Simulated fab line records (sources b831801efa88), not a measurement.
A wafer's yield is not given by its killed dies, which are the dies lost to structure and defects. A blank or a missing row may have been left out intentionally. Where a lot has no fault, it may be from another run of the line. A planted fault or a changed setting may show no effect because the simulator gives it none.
Which tool is to blame?	flow gf180mcu	7 lots, 21 wafers sampled, at 2 steps of a route of 602

WHAT THE GAUGES SHOWED, per wafer
GF_PSD_RS_MEAS_14: the measuring method here is four-point-probe.
lot	measured	on	NSD_RS (ohm/sq)
L880	day 14 23:14	film metro-03	46.17 46.14 46.21
L883	day 15 23:25	film metro-03	46.05 46.13 46.17
L885	day 16 18:51	film metro-03	46.12 46.32 46.29
L891	day 18 15:47	film metro-04	47.07 46.97 47.14
L893	day 19 12:58	film metro-02	47.09 47.04 46.99
L898	day 21 16:10	film metro-02	46.17 46.27 46.11
L901	day 22 13:38	film metro-02	46.03 46.10 46.21

TOOL THAT RAN EACH LOT (tool first, then ch and the chambers of the sampled wafers, then the start)
lot	GF_NSD_IMPLANT_10
L880	implanter-03 ch 0, day 14 01:16
L883	implanter-04 ch 0, day 15 00:52
L885	implanter-03 ch 0, day 15 19:30
L891	implanter-02 ch 0, day 17 15:07
L893	implanter-02 ch 0, day 18 11:47
L898	implanter-04 ch 0, day 20 15:30
L901	implanter-03 ch 0, day 21 12:41
- GF_NSD_IMPLANT_10

THE ANSWER, worked out from the rows above alone
Rule: the usual values come from the lots themselves. Put in order of their means at a reading, lots are off if they are a third of the lots or fewer, leave a main group of 4 or more, and stand apart from it by a gap of 3 or more times the standard deviation of the main group's means; of several such gaps the widest counts. If all means in a main group match to the digits the tables above print for the reading, that group is not used. A lot without any number at a reading at which 4 lots or more have one is off too. All remaining lots with rows at the step are treated as sound.
Off: L891, L893, seen at GF_PSD_RS_MEAS_14 (NSD_RS). Main group: mean 46.17 ohm/sq, sd 0.048.
If a tool, at a process step before that reading, ran all the lots that are off and no sound lot after the first of them, it fits. Those tools and the gauges at GF_PSD_RS_MEAS_14 are tried in the same way. One fits: implanter-02 at GF_NSD_IMPLANT_10. It ran no sound lot before its first lot that is off in this sample, so the start can't be narrowed down.

WHAT THE SIMULATOR HAD PUT IN
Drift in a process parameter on implanter-02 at GF_NSD_IMPLANT_10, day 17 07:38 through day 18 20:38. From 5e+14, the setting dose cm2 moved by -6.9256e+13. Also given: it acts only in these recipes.
Shown lots that were struck: L891, L893. The rule above reached the same finding.
